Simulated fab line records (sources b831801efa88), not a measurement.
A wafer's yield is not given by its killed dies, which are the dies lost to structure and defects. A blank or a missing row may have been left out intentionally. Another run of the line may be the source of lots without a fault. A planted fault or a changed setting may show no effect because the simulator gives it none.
Problem report, 8D (eight disciplines) form, completed by code + flow gf180mcu + the parts of the form that need people (team, actions taken, sign-off) are left out

## 1. WHAT IS WRONG
NSD_RS at GF_PSD_RS_MEAS_14 reads a mean of 42.60 ohm/sq on 6 wafers of 2 lots; wafers without a fault read 46.20 ohm/sq with a standard deviation of 0.098. That puts it -37 standard deviations away from the usual mean.
The step: measures by four-point-probe.
The first sign was on wafer L607.1 at day 17 19:19, on film metro-02. The record has a number at this step for 36 wafers belonging to 12 lots. The rule behind "out" and "out of limits": a value lying over 4 standard deviations away from the usual mean. All remaining wafers that have a number are taken as sound.

## 2. WHAT IT IS; WHAT IT IS NOT
| question                    | is                           | is not                                                                                                  |
|-----------------------------|------------------------------|---------------------------------------------------------------------------------------------------------|
| which readings at this step | NSD_RS                       | -                                                                                                       |
| which lots                  | L607, L608                   | L598, L599, L600, L612, L613, L615, L616, L617, L618, L620                                              |
| which wafers of those lots  | all that have a number       | -                                                                                                       |
| read on which gauges        | film metro-02, film metro-03 | film metro-01                                                                                           |
| when                        | from day 17 19:19            | up to then (9 sound wafers); but 21 sound wafers of L612, L613, L615, L616, L617, L618, L620 came after |

## 3. THE SUSPECTS, EACH WITH WHAT RULES IT OUT
Counting: a tool at any process step up to the reading remains a suspect when it ran all the lots that are out and ran no sound lot after the first of those.
- ruled out: the gauge at GF_PSD_RS_MEAS_14. Those wafers that are out were read across 2 gauges (film metro-02, film metro-03).
- implanter-02 at GF_NSD_IMPLANT_10: ruled out as a lasting fault. Following L607 (day 16 19:19), the first lot on it that is out, the sound lots L615, L617 were run on it.
- plasma asher-01 at GF_NSD_STRIP_11 (strips in O2/N2): ruled out as a lasting fault. Following L607 (day 16 19:28), the first lot on it that is out, the sound lots L618 were run on it.
Left after counting: nothing in the record.

## 4. THE CAUSE (what the simulator had put in)
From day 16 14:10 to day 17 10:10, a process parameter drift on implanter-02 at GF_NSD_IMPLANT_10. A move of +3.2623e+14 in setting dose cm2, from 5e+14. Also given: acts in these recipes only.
It was ruled out by counting, in error; the rule expects a fault to strike all lots run on its tool from its start on, and this fault did not.

## 5. THE CHAIN OF EFFECTS, in route order
Each row: a reading whose mean over the struck wafers that have a number lies more than 3 standard deviations from the usual. Only readings for which the record gives a usual standard deviation are gone through. hours: the time from each lot's start at the first step in this table that gives one to its start at this step, as a median over the lots. sigmas: the change in usual standard deviations.
| hours | step              | reading                   | usual        | on struck wafers | change     | sigmas      |
|-------|-------------------|---------------------------|--------------|------------------|------------|-------------|
| 0     | GF_NSD_IMPLANT_10 | dose ions cm2             | 5.001e+14    | 8.262e+14        | +3.261e+14 | +99 or more |
| 0     | GF_NSD_IMPLANT_10 | end station pressure torr | 7.3e-06 Torr | 8.7e-06          | +1.4e-06   | +3.7        |
| 0     | GF_NSD_IMPLANT_10 | faraday current uA        | 2799         | 4535             | +1736      | +32         |
| 0     | GF_NSD_STRIP_11   | strip time to endpoint s  | 22.96 s      | 23.25            | +0.29      | +7.4        |
| 24    | GF_PSD_RS_MEAS_14 | NSD_RS                    | 46.20 ohm/sq | 42.60            | -3.60      | -37         |
Process steps it contains:
- GF_NSD_IMPLANT_10
- GF_NSD_STRIP_11: strips in O2/N2.
Later steps that measure or inspect, where all struck wafers having a row at the step show a number for every such reading and not one has moved that far: GF_SALICIDE_RS_MEAS_04.

## 6. HOW IT WOULD HAVE BEEN CAUGHT EARLIER
29 hours passed between the start of the fault at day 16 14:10 and the first reading out of limits at a measuring or inspecting step in this record, taken at day 17 19:19.
Tool's own readings at GF_NSD_IMPLANT_10, dose ions cm2, faraday current uA: out on all struck wafers the step has rows for; an alarm limit on them would have tripped on the first.
